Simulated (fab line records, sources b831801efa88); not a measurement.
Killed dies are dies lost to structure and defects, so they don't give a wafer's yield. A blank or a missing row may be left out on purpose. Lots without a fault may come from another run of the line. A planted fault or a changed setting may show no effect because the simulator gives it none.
One fault seen from 2 desks | flow gf180mcu | each desk has only its own numbers; what lay behind them comes last

THE METROLOGY DESK
What the gauges read, lot by lot, whatever tool the lot ran on: means of the sampled wafers that have a number. A lot is out of limits, marked OUT, if its mean lies more than 4 standard deviations from the usual mean; the brackets give that distance.
Columns: A = V1_BOW at GF_V1_BOW_MEAS_05, usual 81 um
lot  | first seen here | A
L389 | day 17 04:35    | 79
L391 | day 17 16:35    | 78
L392 | day 18 13:54    | 82
L393 | day 18 22:33    | 79
L395 | day 19 07:01    | 86
L394 | day 19 08:19    | 76
L396 | day 19 16:07    | 83
L403 | day 22 05:36    | 83
L404 | day 22 17:47    | 88
L406 | day 23 06:50    | 87
This desk's finding: nothing out of limits on any of the 10 lots.

THE TOOL OWNER'S DESK: cmp-02
The tool's own readings at GF_V1_CMP_04 (polishes SiO2): means of the sampled wafers that have a number, for each lot that ran on this tool. A lot is out of limits, marked OUT, if its mean lies more than 4 standard deviations from the usual mean; the brackets give that distance.
Columns: A = motor_current_A at GF_V1_CMP_04, usual 12.3 A; B = time_to_endpoint_s at GF_V1_CMP_04, usual 78 s
lot  | first seen here | A    | B
L389 | day 17 04:20    | 12.9 | 79
L392 | day 18 13:34    | 11.2 | 74
L393 | day 18 22:15    | 13.8 | 81
L395 | day 19 06:43    | 13.3 | 75
L394 | day 19 08:04    | 13.4 | 76
L403 | day 22 05:17    | 13.6 | 85
L404 | day 22 17:35    | 13.2 | 93
This desk's finding: nothing out of limits on any of the 7 lots.

PUT TOGETHER
The metrology desk saw nothing out of limits.
The tool owner's desk saw nothing out of limits.

WHAT THE SIMULATOR HAD PUT IN
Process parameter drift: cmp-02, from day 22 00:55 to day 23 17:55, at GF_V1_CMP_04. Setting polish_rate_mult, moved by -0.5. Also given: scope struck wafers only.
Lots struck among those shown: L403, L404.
